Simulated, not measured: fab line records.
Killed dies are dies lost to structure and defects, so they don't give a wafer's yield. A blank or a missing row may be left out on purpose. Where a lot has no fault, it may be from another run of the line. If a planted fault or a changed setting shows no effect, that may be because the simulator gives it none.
Code-filled problem report in 8D (eight disciplines) form :: flow sfq_line :: the parts of the form that need people (team, actions taken, sign-off) are left out

== 1. PROBLEM STATEMENT ==
thk_nm at SFQ_TRILAYER_I1_METRO_MEASURE_047 reads a mean of 213.6 nm on 2 wafers of 2 lots; wafers without a fault read 200.1 nm with a standard deviation of 0.99. That puts it +14 standard deviations away from the usual mean.
Seen first at day 29 08:19 on film_metro-01, wafer L584.4. The record holds 42 wafers of 14 lots with a number at this step. Rule for "out" (also "out of limits"): further than 4 standard deviations from the usual mean. The rest of the wafers with a number are treated as sound.

== 2. WHAT IT IS, AND WHAT IT ISN'T ==
question: which readings at this step
is: thk_nm
is not: -

question: which lots
is: L584, L585
is not: L570, L571, L572, L573, L575, L576, L579, L580, L581, L586, L590, L593

question: which wafers of those lots
is: L584.4, L585.2
is not: L584.1, L584.6, L585.4, L585.6

question: read on which tools
is: film_metro-01, film_metro-04
is not: film_metro-03

question: when
is: from day 29 08:19
is not: up to then (29 sound wafers); but 11 sound wafers of L585, L586, L590, L593 came after

== 3. THE SUSPECTS, EACH WITH WHAT RULES IT OUT ==
Counting: any tool at a process step up to the reading remains a suspect provided it ran every lot that is out. Sound lots after the first of them don't rule it out here, since some wafers of a struck lot are sound.
- cmp-01 at SFQ_TRILAYER_I1_CMP_CMP_046 (polishes SiO2): kept. It processed each lot that is out (first: L584, day 29 05:12); up to then, its last sound lot is L580 (day 28 02:26).
- In cmp-01 at SFQ_TRILAYER_I1_CMP_CMP_046, the wafers that are out were processed in chamber 2 and their sound lot-mates in chambers 0, 1.
Left after counting: cmp-01 at SFQ_TRILAYER_I1_CMP_CMP_046.

== 4. THE CAUSE (what the simulator had put in) ==
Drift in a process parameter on cmp-01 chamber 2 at SFQ_TRILAYER_I1_CMP_CMP_046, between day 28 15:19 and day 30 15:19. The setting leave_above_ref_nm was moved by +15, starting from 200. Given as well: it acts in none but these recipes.
Counting left only this tool.

== 5. THE CHAIN OF EFFECTS, in route order ==
One row per reading whose mean, taken over the struck wafers that have a number, lies over 3 standard deviations from the usual. Readings are gone through only where the record gives a usual standard deviation; hours: the median, over the lots, of the time from a lot's start at the first step in this table giving one to that lot's start at this step; sigmas: the change measured in usual standard deviations.
hours: 0
step: SFQ_TRILAYER_I1_METRO_MEASURE_047
reading: thk_nm
usual: 200.1 nm
on struck wafers: 213.6
change: +13.5
sigmas: +14

hours: 3
step: SFQ_TRILAYER_I1_VIA_ETCH_VIA_ETCH_052
reading: oes_product_au
usual: 0.855 a.u.
on struck wafers: 0.889
change: +0.034
sigmas: +6.5
Process steps it contains:
- SFQ_TRILAYER_I1_METRO_MEASURE_047
- SFQ_TRILAYER_I1_VIA_ETCH_VIA_ETCH_052: etches SiO2 in CHF3, stops on Nb, target depth 260 nm.
Later measuring or inspecting steps at which every struck wafer that the step has a row for has a number for every such reading, and none has moved that far: SFQ_M4_OVL_MEAS_926.

== 6. HOW IT WOULD HAVE BEEN CAUGHT EARLIER ==
In this record no reading fell out of limits until day 29 08:19, 17 hours after the fault had begun at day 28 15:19.
An alarm limit of 4 standard deviations would not have fired on the tool readings at SFQ_TRILAYER_I1_CMP_CMP_046 for which the record gives a usual standard deviation, since none of them was out on any struck wafer.
Among the 2 lots that are out, L585 began SFQ_TRILAYER_I1_CMP_CMP_046 on cmp-01 after day 29 08:19. Putting the tool on hold at that point would have spared it.
